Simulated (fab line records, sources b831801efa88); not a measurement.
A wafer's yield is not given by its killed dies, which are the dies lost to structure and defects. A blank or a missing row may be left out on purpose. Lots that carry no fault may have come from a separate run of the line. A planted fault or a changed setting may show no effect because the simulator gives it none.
fab line records | flow sky130
record lots=5 | wafers=15 | lastDay=50
route steps=708 shown METAL3@561 VIA3@573 PAD_OPEN@708
lots that met no fault: taken from a fault-free run of the same line
startH: hours from the record's first day to the start of the lot's first wafer shown | waitH: time in hours since the lot's previous step | " same as the row above | L1.1+2: several wafers, shown together as one row | - either no value or no given start | * or withheld: withheld | < > ~ a bound
route shown NAME@n: names a module that has steps shown in the file, with the first one's number in the route | usual: average and standard deviation across the fault-free wafers | same: alike in all rows | chamber/n: place in a boat | sites: the reading at each site | _std_site: the standard deviation of these | _edge_site: outer sites' mean less inner sites' | radiusMm: how far each site lies from the wafer's centre | mask NAME#n: copy n | behind: the most recent tool/chamber to have shaped the wafer | hold: what put the lot on hold/how long, in hours/how the hold closed | device: transistor that didn't switch, given as n, p or np | end of line: the tests these same wafers got at the end of their route | where a step has no rows: the recipe by itself | killed: the dies lost at the first sort to structure and to defects; this is not the yield of the wafer | map: a wafer's dies, x killed, . not, _ none there
set.NAME: the setting the step ran with; set.NAME@STEP: the setting that earlier step ran with | model.NAME: the simulator's own value behind a step, which no gauge read
lots seen at some steps along the route; tables by step, rows by wafer
services: when a tool's chamber went out of use (startH, in hours from the record's first day, below 0 if earlier), for how many hours, and the reason
## steps
# step SKY_METAL3_PEB_11
# recipe pebTempC=withheld | pebTimeS=withheld | resist=KrF-thick
# step SKY_METAL3_DEVELOP_12
# recipe developTimeS=60 | resist=KrF-thick | devTempC=21
# step SKY_METAL3_CD_MEAS_13
# recipe targetCdNm=300
# usual cdNm=300.3/1.4
lot.wafer | tool     | chamber | startH  | waitH | cdNm
L271.2    | cdSem-02 | -       | 918.87  | -     | 300.6
L271.3    | "        | -       | "       | "     | 300.7
L271.5    | "        | -       | "       | "     | 299.7
L274.1    | cdSem-01 | -       | 935.10  | -     | 299.5
L274.2    | "        | -       | "       | "     | 298.7
L274.6    | "        | -       | "       | "     | 297.6
L282.1    | cdSem-01 | -       | 981.81  | -     | 299.1
L282.3    | "        | -       | "       | "     | 299.7
L282.4    | "        | -       | "       | "     | 299.7
L292.3    | cdSem-02 | -       | 1054.05 | -     | 298.4
L292.5    | "        | -       | "       | "     | 298.2
L292.6    | "        | -       | "       | "     | 299.4
L293.3    | cdSem-02 | -       | 1058.04 | -     | 297.7
L293.5    | "        | -       | "       | "     | 298.8
L293.6    | "        | -       | "       | "     | 297.2
# step SKY_METAL3_OVL_MEAS_14
# usual METAL3_OVL=-1/5
lot.wafer | tool       | chamber | startH  | waitH | METAL3_OVL[nm]
L271.2    | overlay-02 | -       | 918.98  | 0.1   | -2
L271.3    | "          | -       | "       | "     | 0
L271.5    | "          | -       | "       | "     | 0
L274.1    | overlay-02 | -       | 935.22  | 0.1   | 11
L274.2    | "          | -       | "       | "     | -1
L274.6    | "          | -       | "       | "     | -5
L282.1    | overlay-02 | -       | 981.93  | 0.1   | -9
L282.3    | "          | -       | "       | "     | -5
L282.4    | "          | -       | "       | "     | -7
L292.3    | overlay-02 | -       | 1054.15 | 0.1   | -2
L292.5    | "          | -       | "       | "     | -6
L292.6    | "          | -       | "       | "     | -5
L293.3    | overlay-02 | -       | 1058.13 | 0.1   | 0
L293.5    | "          | -       | "       | "     | 1
L293.6    | "          | -       | "       | "     | 7
# step SKY_METAL3_DESCUM_15
# recipe chemistry=O2 | sourcePowerW=150 | biasPowerW=0 | pressureMtorr=10 | tempC=40 | timeS=8
# step SKY_METAL3_ETCH_16
# recipe chemistry=N2/H2 | target=BARC | ionEnergyEv=200 | biasW=100 | pressureMtorr=30 | n2FlowSccm=100 | h2FlowSccm=200 | icpW=500 | stopOn=SiO2 | timeS=88.2 | targetDepthA=600
# usual drypumpMotorCurrentA=5.4/0.46 | oesProductAu=0.626/0.0047 | throttleValvePct=13.205/0.0093
lot.wafer | tool        | chamber | startH  | waitH | drypumpMotorCurrentA | oesProductAu | rfHoursCounterH | throttleValvePct
L271.2    | rieMetal-03 | 0       | 919.10  | 0.1   | 5.8                  | 0.625        | -               | 13.208
L271.3    | "           | 0       | "       | "     | 5.8                  | 0.628        | -               | 13.206
L271.5    | "           | 0       | "       | "     | 5.8                  | 0.631        | -               | 13.191
L274.1    | rieMetal-03 | 0       | 935.29  | 0.0   | 5.8                  | 0.628        | 15              | 13.218
L274.2    | "           | 1       | "       | "     | 5.2                  | 0.623        | 0               | 13.202
L274.6    | "           | 1       | "       | "     | 5.2                  | 0.624        | -               | 13.219
L282.1    | rieMetal-01 | 0       | 982.00  | 0.0   | 5.6                  | 0.623        | 17              | 13.220
L282.3    | "           | 1       | "       | "     | 5.1                  | 0.625        | -               | 13.209
L282.4    | "           | 0       | "       | "     | 5.6                  | 0.622        | -               | 13.199
L292.3    | rieMetal-03 | 1       | 1054.30 | 0.1   | 5.3                  | 0.628        | -               | 13.210
L292.5    | "           | 1       | "       | "     | 5.2                  | 0.628        | -               | 13.206
L292.6    | "           | 1       | "       | "     | 5.3                  | 0.626        | -               | 13.204
L293.3    | rieMetal-01 | 0       | 1058.22 | 0.0   | 5.5                  | 0.629        | -               | 13.196
L293.5    | "           | 0       | "       | "     | 5.6                  | 0.625        | -               | 13.196
L293.6    | "           | 1       | "       | "     | 5.1                  | 0.634        | -               | 13.186
# step SKY_METAL3_ETCH_17
# recipe target=SiO2 | stopOn=TiN | chemistry=C4F8/O2/Ar | sourceW=1500 | biasW=1200 | pressureMtorr=40 | c4f8FlowSccm=withheld | O2_flow_sccm=6 | Ar_flow_sccm=300 | timeS=3.9 | targetDepthA=150
# usual oesProductAu=0.754/0.0062
lot.wafer | tool       | chamber | startH  | waitH | oesProductAu
L271.2    | rieDiel-04 | 1       | 919.27  | 0.1   | 0.755
L271.3    | "          | 3       | "       | "     | 0.755
L271.5    | "          | 3       | "       | "     | 0.749
L274.1    | rieDiel-04 | 1       | 935.39  | 0.1   | 0.754
L274.2    | "          | 2       | "       | "     | 0.762
L274.6    | "          | 3       | "       | "     | 0.758
L282.1    | rieDiel-04 | 0       | 982.10  | 0.1   | 0.748
L282.3    | "          | 3       | "       | "     | 0.745
L282.4    | "          | 1       | "       | "     | 0.762
L292.3    | rieDiel-04 | 2       | 1054.43 | 0.1   | 0.756
L292.5    | "          | 1       | "       | "     | 0.759
L292.6    | "          | 2       | "       | "     | 0.747
L293.3    | rieDiel-01 | 0       | 1058.29 | 0.0   | 0.752
L293.5    | "          | 3       | "       | "     | 0.745
L293.6    | "          | 0       | "       | "     | 0.760
# step SKY_METAL3_METAL_ETCH_18
# recipe targetDepthA=8450 | stopOn=SiO2 | overEtchFrac=0.3 | timeS=183.1 | chemistry=Cl2/BCl3 | resistSidewallDeg=88 | pressureMtorr=9.734 | icpW=900 | biasW=48.5 | Cl2_flow_sccm=60 | bcl3FlowSccm=30
# usual drypumpMotorCurrentA=5.4/0.44 | oesProductAu=0.867/0.0066 | throttleValvePct=22.589/0.0086
lot.wafer | tool        | chamber | startH  | waitH | drypumpMotorCurrentA | oesProductAu | rfHoursCounterH | throttleValvePct
L271.2    | rieMetal-01 | 1       | 919.28  | 0.0   | 5.1                  | 0.879        | 8               | 22.584
L271.3    | "           | 1       | "       | "     | 5.1                  | 0.862        | -               | 22.582
L271.5    | "           | 1       | "       | "     | 5.1                  | 0.872        | -               | 22.606
L274.1    | rieMetal-01 | 1       | 935.40  | 0.0   | 5.1                  | 0.854        | 10              | 22.598
L274.2    | "           | 0       | "       | "     | 5.6                  | 0.870        | 14              | 22.582
L274.6    | "           | 0       | "       | "     | 5.6                  | 0.861        | -               | 22.574
L282.1    | rieMetal-03 | 0       | 982.12  | 0.0   | 5.8                  | 0.870        | 17              | 22.586
L282.3    | "           | 0       | "       | "     | 5.8                  | 0.867        | -               | 22.580
L282.4    | "           | 1       | "       | "     | 5.2                  | 0.870        | -               | 22.589
L292.3    | rieMetal-02 | 0       | 1054.51 | 0.1   | 6.0                  | 0.864        | -               | 22.592
L292.5    | "           | 1       | "       | "     | 4.6                  | 0.868        | -               | 22.587
L292.6    | "           | 0       | "       | "     | 6.0                  | 0.870        | -               | 22.586
L293.3    | rieMetal-03 | 1       | 1058.42 | 0.1   | 5.2                  | 0.879        | -               | 22.595
L293.5    | "           | 1       | "       | "     | 5.3                  | 0.877        | -               | 22.593
L293.6    | "           | 1       | "       | "     | 5.2                  | 0.858        | -               | 22.585
# step SKY_METAL3_STRIP_19
# recipe chemistry=O2/N2 | powerW=1400 | pressureMtorr=1500 | platenTempC=withheld | o2FlowSccm=3000 | n2FlowSccm=300 | overashFraction=0.5
# usual drypumpMotorCurrentA=5.7/0.39 | oesProductAu=0.502/0.0062 | stripTimeToEndpointS=6.52/0.085
lot.wafer | tool           | chamber | startH  | waitH | drypumpMotorCurrentA | oesProductAu | rfHoursCounterH | stripTimeToEndpointS
L271.2    | plasmaAsher-02 | 1       | 919.46  | 0.1   | 6.5                  | 0.504        | 18              | 6.50
L271.3    | "              | 1       | "       | "     | 6.5                  | 0.502        | -               | 6.52
L271.5    | "              | 0       | "       | "     | 6.1                  | 0.506        | -               | 6.51
L274.1    | plasmaAsher-02 | 1       | 935.58  | 0.1   | 6.5                  | 0.506        | 20              | 6.64
L274.2    | "              | 0       | "       | "     | 6.0                  | 0.501        | 20              | 6.49
L274.6    | "              | 0       | "       | "     | 6.0                  | 0.510        | -               | 6.55
L282.1    | plasmaAsher-01 | 1       | 982.30  | 0.1   | 6.1                  | 0.498        | 55              | 6.48
L282.3    | "              | 1       | "       | "     | 6.1                  | 0.491        | -               | 6.42
L282.4    | "              | 0       | "       | "     | 5.4                  | 0.498        | -               | 6.47
L292.3    | plasmaAsher-01 | 1       | 1054.66 | 0.1   | 6.1                  | 0.504        | -               | 6.48
L292.5    | "              | 1       | "       | "     | 6.1                  | 0.499        | -               | 6.49
L292.6    | "              | 0       | "       | "     | 5.4                  | 0.502        | -               | 6.49
L293.3    | plasmaAsher-01 | 1       | 1058.69 | 0.2   | 6.1                  | 0.506        | -               | 6.58
L293.5    | "              | 1       | "       | "     | 6.1                  | 0.501        | -               | 6.58
L293.6    | "              | 0       | "       | "     | 5.4                  | 0.501        | -               | 6.63
# step SKY_METAL3_STRIP_20
# recipe chemistry=postEtchResidueRemover | timeS=1200 | tempC=72.5
# step SKY_METAL3_CLEAN_21
# recipe chemistry=IPA | timeS=180 | tempC=25
# step SKY_METAL3_CLEAN_22
# recipe chemistry=O3/DIW | dry=n2Spin
# step SKY_VIA3_HDPCVD_00
# recipe material=SiO2 | targetThkNm=1635 | sigmaOpenFrac=0.3 | timeS=272.5 | tempC=400 | sih4FlowSccm=60 | pressureMtorr=6
# usual pressureMtorr=5.999/0.013 | runLengthS=300.1/0.39
lot.wafer | tool      | chamber | startH  | waitH | pressureMtorr | runLengthS | model.SiO2_of_VIA3_HDPCVD_00.thkNm
L271.2    | hdpcvd-02 | 2       | 920.05  | 0.0   | 5.997         | 300.2      | 1634
L271.3    | "         | 0       | "       | "     | 5.994         | 299.8      | 1636
L271.5    | "         | 0       | "       | "     | 5.997         | 300.0      | 1639
L274.1    | hdpcvd-01 | 1       | 936.18  | 0.0   | 6.005         | 300.4      | 1625
L274.2    | "         | 2       | "       | "     | 5.992         | 299.6      | 1618
L274.6    | "         | 1       | "       | "     | 5.997         | 300.4      | 1621
L282.1    | hdpcvd-01 | 0       | 982.89  | 0.0   | 6.019         | 300.9      | 1625
L282.3    | "         | 2       | "       | "     | 5.997         | 276.1      | 1483
L282.4    | "         | 2       | "       | "     | 6.017         | 276.2      | 1475
L292.3    | hdpcvd-02 | 1       | 1055.22 | 0.0   | 5.981         | 300.0      | 1628
L292.5    | "         | 0       | "       | "     | 6.010         | 299.7      | 1636
L292.6    | "         | 1       | "       | "     | 5.983         | 299.5      | 1612
L293.3    | hdpcvd-02 | 2       | 1059.30 | 0.0   | 6.006         | 300.3      | 1619
L293.5    | "         | 2       | "       | "     | 5.994         | 300.2      | 1621
L293.6    | "         | 1       | "       | "     | 5.996         | 300.2      | 1639
# step SKY_VIA3_THK_MEAS_01
# recipe reads=SiO2_of_VIA3_HDPCVD_00
# usual VIA3_HDPCVD_THK=1630/15
lot.wafer | tool         | chamber | startH  | waitH | VIA3_HDPCVD_THK[nm]
L271.2    | filmMetro-01 | -       | 920.23  | 0.1   | 1636
L271.3    | "            | -       | "       | "     | 1635
L271.5    | "            | -       | "       | "     | 1639
L274.1    | filmMetro-03 | -       | 936.35  | 0.1   | 1625
L274.2    | "            | -       | "       | "     | 1618
L274.6    | "            | -       | "       | "     | 1621
L282.1    | filmMetro-01 | -       | 983.06  | 0.1   | 1625
L282.3    | "            | -       | "       | "     | 1484
L282.4    | "            | -       | "       | "     | 1477
L292.3    | filmMetro-02 | -       | 1055.41 | 0.1   | 1629
L292.5    | "            | -       | "       | "     | 1635
L292.6    | "            | -       | "       | "     | 1611
L293.3    | filmMetro-01 | -       | 1059.49 | 0.1   | 1618
L293.5    | "            | -       | "       | "     | 1622
L293.6    | "            | -       | "       | "     | 1640
# step SKY_VIA3_CMP_02
# recipe material=SiO2 | downForcePsi=4 | platenRpm=60 | padVelocityMS=0.94248
# usual motorCurrentA=11.8/1.8 | platenRpm=60.00/0.042 | slurryFilterDpKPa=13.50/0.14
lot.wafer | tool   | chamber | startH  | waitH | motorCurrentA | platenRpm | slurryFilterDpKPa
L271.2    | cmp-02 | 3       | 920.28  | 0.0   | 10.6          | 59.94     | 13.58
L271.3    | "      | 0       | "       | "     | 14.2          | 59.98     | 13.41
L271.5    | "      | 3       | "       | "     | 10.5          | 59.96     | 13.45
L274.2    | cmp-02 | 0       | 936.51  | 0.1   | 14.6          | 59.95     | 13.35
L274.1    | "      | 1       | "       | "     | 15.3          | 60.03     | 13.51
L274.6    | "      | 2       | "       | "     | 10.8          | 59.99     | 13.49
L282.4    | cmp-02 | 3       | 983.12  | 0.0   | 10.6          | 59.90     | 13.57
L282.3    | "      | 0       | "       | "     | 14.0          | 60.04     | 13.44
L282.1    | "      | 2       | "       | "     | 10.7          | 60.00     | 13.41
L292.3    | cmp-02 | 1       | 1055.55 | 0.1   | 15.2          | 60.01     | 13.63
L292.6    | "      | 3       | "       | "     | 10.3          | 59.98     | 13.34
L292.5    | "      | 0       | "       | "     | 13.5          | 59.96     | 13.46
L293.3    | cmp-01 | 2       | 1060.06 | 0.6   | 9.6           | 60.06     | 13.52
L293.5    | "      | 3       | "       | "     | 9.9           | 59.99     | 13.75
L293.6    | "      | 0       | "       | "     | 12.2          | 60.04     | 13.73
# step SKY_PAD_OPEN_PROBE_99
# usual defectLimitedYield=82.4/1.8 | killed_at_M0_to_M3=44/6.3 | killed_at_M4_up=3.1/1.8 | killedAtContacts=25/5.1 | killedAtFrontEnd=15/4.1 | killedAtOther=0.3/0.71 | killedDies=87/8.8 | killedOpen=47/6.8 | killedShort=40/6.7 | sort_bin_3_pad_short=0.9/0.39 | sort_bin_5_function=10.4/1.5 | sort_bin_6_memory=6.4/1.1 | sortNPass=405/8.8 | sortYieldPct=82.4/1.8
# same grossDies=492 | killedAtBackSide=0 | sort_bin_4_leakage[%]=0 | sort_bin_8_speed[%]=0
lot.wafer | tool      | chamber | startH  | waitH | defectLimitedYield[%] | killed_at_M0_to_M3 | killed_at_M4_up | killedAtContacts | killedAtFrontEnd | killedAtOther | killedDies | killedOpen | killedShort | sort_bin_3_pad_short[%] | sort_bin_5_function[%] | sort_bin_6_memory[%] | sortNPass | sortYieldPct[%]
L271.2    | prober-02 | -       | 1088.17 | 0.1   | 81.3                  | 46                 | 2               | 26               | 18               | 0             | 92         | 50         | 42          | 0.4                     | 12.0                   | 6.3                  | 400       | 81.3
L271.3    | prober-02 | -       | 1088.22 | 0.2   | 83.5                  | 36                 | 6               | 22               | 16               | 1             | 81         | 43         | 38          | 1.0                     | 9.3                    | 6.1                  | 411       | 83.5
L271.5    | prober-02 | -       | 1088.32 | 0.2   | 82.9                  | 47                 | 4               | 21               | 10               | 2             | 84         | 35         | 49          | 1.4                     | 10.2                   | 5.5                  | 408       | 82.9
L274.1    | prober-01 | -       | 1105.08 | 0.1   | 82.7                  | 45                 | 4               | 26               | 9                | 1             | 85         | 47         | 38          | 1.0                     | 10.0                   | 6.3                  | 407       | 82.7
L274.2    | prober-01 | -       | 1105.13 | 0.1   | 83.3                  | 36                 | 3               | 24               | 19               | 0             | 82         | 42         | 40          | 0.4                     | 11.2                   | 5.1                  | 410       | 83.3
L274.6    | prober-01 | -       | 1105.33 | 0.2   | 83.9                  | 36                 | 2               | 31               | 10               | 0             | 79         | 50         | 29          | 1.0                     | 8.5                    | 6.5                  | 413       | 83.9
L282.1    | prober-01 | -       | 1143.59 | 0.1   | 82.7                  | 41                 | 3               | 27               | 14               | 0             | 85         | 54         | 31          | 0.6                     | 8.9                    | 7.7                  | 407       | 82.7
L282.3    | prober-01 | -       | 1143.69 | 0.2   | 82.9                  | 36                 | 2               | 30               | 16               | 0             | 84         | 43         | 41          | 0.2                     | 10.8                   | 6.1                  | 408       | 82.9
L282.4    | prober-01 | -       | 1143.74 | 0.2   | 85.0                  | 42                 | 4               | 16               | 12               | 0             | 74         | 45         | 29          | 0.2                     | 8.5                    | 6.3                  | 418       | 85.0
L292.3    | prober-01 | -       | 1197.61 | 0.2   | 82.7                  | 39                 | 2               | 25               | 19               | 0             | 85         | 54         | 31          | 0.8                     | 11.2                   | 5.3                  | 407       | 82.7
L292.5    | prober-01 | -       | 1197.71 | 0.2   | 81.3                  | 45                 | 4               | 25               | 15               | 3             | 92         | 48         | 42          | 1.4                     | 11.0                   | 6.3                  | 400       | 81.3
L292.6    | prober-01 | -       | 1197.76 | 0.2   | 80.7                  | 38                 | 1               | 32               | 24               | 0             | 95         | 49         | 46          | 1.6                     | 8.7                    | 8.9                  | 397       | 80.7
# killed by level:class
L271.2 VIA1:geometricParticle:open=12 LI_CONTACT:geometricParticle:open=8 VIA3:geometricParticle:open=7 FIELD_ISO:geometricParticle:short=6 CONTACT:geometricParticle:open=6 VIA1:geometricParticle:short=6 FIELD_ISO:geometricParticle:open=5 LOCAL_INTERCONNECT:geometricParticle:short=5
L271.3 VIA1:geometricParticle:open=10 CONTACT:geometricParticle:short=6 CONTACT:geometricParticle:open=6 METAL4:geometricParticle:short=6 POLY_GATE:geometricParticle:short=5 VIA2:geometricParticle:open=5 VIA3:geometricParticle:open=5 LI_CONTACT:geometricParticle:open=4
L271.5 VIA1:geometricParticle:short=13 VIA1:geometricParticle:open=8 LI_CONTACT:geometricParticle:open=6 VIA2:geometricParticle:open=6 VIA3:geometricParticle:open=5 METAL2:geometricParticle:short=5 CONTACT:geometricParticle:short=5 CONTACT:geometricParticle:open=5
L274.1 LI_CONTACT:geometricParticle:open=10 CONTACT:geometricParticle:open=8 METAL1:geometricParticle:short=7 METAL2:geometricParticle:short=6 VIA1:geometricParticle:open=6 VIA2:geometricParticle:open=6 VIA3:geometricParticle:open=6 CONTACT:geometricParticle:short=4
L274.2 VIA1:geometricParticle:open=13 POLY_GATE:geometricParticle:short=7 CONTACT:geometricParticle:open=7 LI_CONTACT:geometricParticle:open=6 METAL2:geometricParticle:short=5 CONTACT:geometricParticle:short=5 VIA1:geometricParticle:short=5 VIA2:geometricParticle:open=5
L274.6 LI_CONTACT:geometricParticle:open=11 VIA3:geometricParticle:open=10 CONTACT:geometricParticle:open=9 VIA2:geometricParticle:open=6 METAL2:geometricParticle:short=6 LOCAL_INTERCONNECT:geometricParticle:short=4 FIELD_ISO:geometricParticle:open=3 FIELD_ISO:geometricParticle:short=3
L282.1 LI_CONTACT:geometricParticle:open=12 VIA2:geometricParticle:open=10 FIELD_ISO:geometricParticle:open=9 VIA1:geometricParticle:open=7 CONTACT:geometricParticle:open=6 VIA2:geometricParticle:short=6 VIA3:geometricParticle:open=5 CONTACT:geometricParticle:short=4
L282.3 LI_CONTACT:geometricParticle:open=11 CONTACT:geometricParticle:open=10 VIA1:geometricParticle:open=7 METAL2:geometricParticle:short=7 LOCAL_INTERCONNECT:geometricParticle:short=6 FIELD_ISO:geometricParticle:open=5 METAL1:geometricParticle:short=5 VIA1:geometricParticle:short=5
L282.4 VIA1:geometricParticle:open=12 CONTACT:geometricParticle:open=6 VIA3:geometricParticle:open=6 VIA2:geometricParticle:short=5 FIELD_ISO:geometricParticle:open=4 METAL4:geometricParticle:short=4 METAL1:geometricParticle:short=4 METAL2:geometricParticle:open=4
L292.3 VIA1:geometricParticle:open=13 LI_CONTACT:geometricParticle:open=8 CONTACT:geometricParticle:short=6 VIA2:geometricParticle:open=6 VIA3:geometricParticle:open=6 FIELD_ISO:geometricParticle:short=5 CONTACT:geometricParticle:open=5 FIELD_ISO:geometricParticle:open=4
L292.5 VIA1:geometricParticle:open=15 CONTACT:geometricParticle:open=9 VIA2:geometricParticle:open=9 METAL1:geometricParticle:short=6 CONTACT:geometricParticle:short=6 FIELD_ISO:geometricParticle:open=5 LOCAL_INTERCONNECT:geometricParticle:short=5 POLY_GATE:geometricParticle:short=4
L292.6 LOCAL_INTERCONNECT:geometricParticle:short=13 VIA1:geometricParticle:open=11 FIELD_ISO:geometricParticle:short=7 POLY_GATE:geometricParticle:open=6 LI_CONTACT:geometricParticle:open=6 CONTACT:geometricParticle:open=6 FIELD_ISO:geometricParticle:open=5 CONTACT:geometricParticle:short=5
## services
tool           | chamber | startH  | hours | kind
hdpcvd-01      | -       | 895.50  | 2.8   | pm
rieDiel-01     | 1       | 905.83  | 6.2   | repair
rieMetal-03    | 1       | 909.23  | -     | clean
rieMetal-03    | 1       | 909.23  | 18.8  | scheduledDown
rieMetal-03    | 1       | 909.23  | 18.8  | ventCycle
cmp-01         | -       | 912.11  | 4.0   | pm
rieDiel-01     | 3       | 928.80  | 8.2   | repair
hdpcvd-02      | -       | 950.25  | 15.0  | pm
cmp-01         | -       | 960.70  | 1.1   | repair
rieMetal-02    | -       | 990.33  | 2.1   | repair
hdpcvd-01      | 2       | 994.18  | 8.9   | repair
plasmaAsher-01 | -       | 995.40  | 2.4   | repair
plasmaAsher-02 | -       | 1006.36 | 1.4   | repair
rieDiel-01     | 1       | 1009.39 | 1.5   | repair
hdpcvd-02      | -       | 1025.79 | 5.5   | pm
cmp-01         | -       | 1026.96 | 2.3   | repair
rieDiel-01     | 1       | 1028.38 | 5.7   | repair
cmp-02         | -       | 1029.72 | 4.0   | repair
rieDiel-04     | 0       | 1036.17 | 30.6  | repair
plasmaAsher-01 | -       | 1053.19 | 1.4   | repair
rieMetal-03    | 0       | 1053.22 | -     | clean
rieMetal-03    | 0       | 1053.22 | 16.4  | scheduledDown
rieDiel-04     | 2       | 1056.32 | 3.3   | repair
cmp-02         | -       | 1059.26 | 16.1  | pm
## key
firstSign step=SKY_VIA3_HDPCVD_00 | reading=runLengthS | direction=down | sigmas=62 | usual=* | struck=*
effect step=SKY_VIA3_THK_MEAS_01 | reading=VIA3_HDPCVD_THK | direction=down | sigmas=9.8 | usual=1630 | struck=1480
modelEffect step=SKY_VIA3_HDPCVD_00 | value=SiO2_of_VIA3_HDPCVD_00.thkNm | without=1622 | struck=1479
metAt SKY_VIA3_HDPCVD_00
struckWafers L282.3,L282.4
onsetBetween 936.18 982.89
fault kind=processParameterDrift | tool=hdpcvd-01 | chamber=2 | onsetH=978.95 | steps=SKY_VIA3_HDPCVD_00 | channel=timeS | offset=* | shape=step | endH=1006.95 | actsIn=* | stated=*
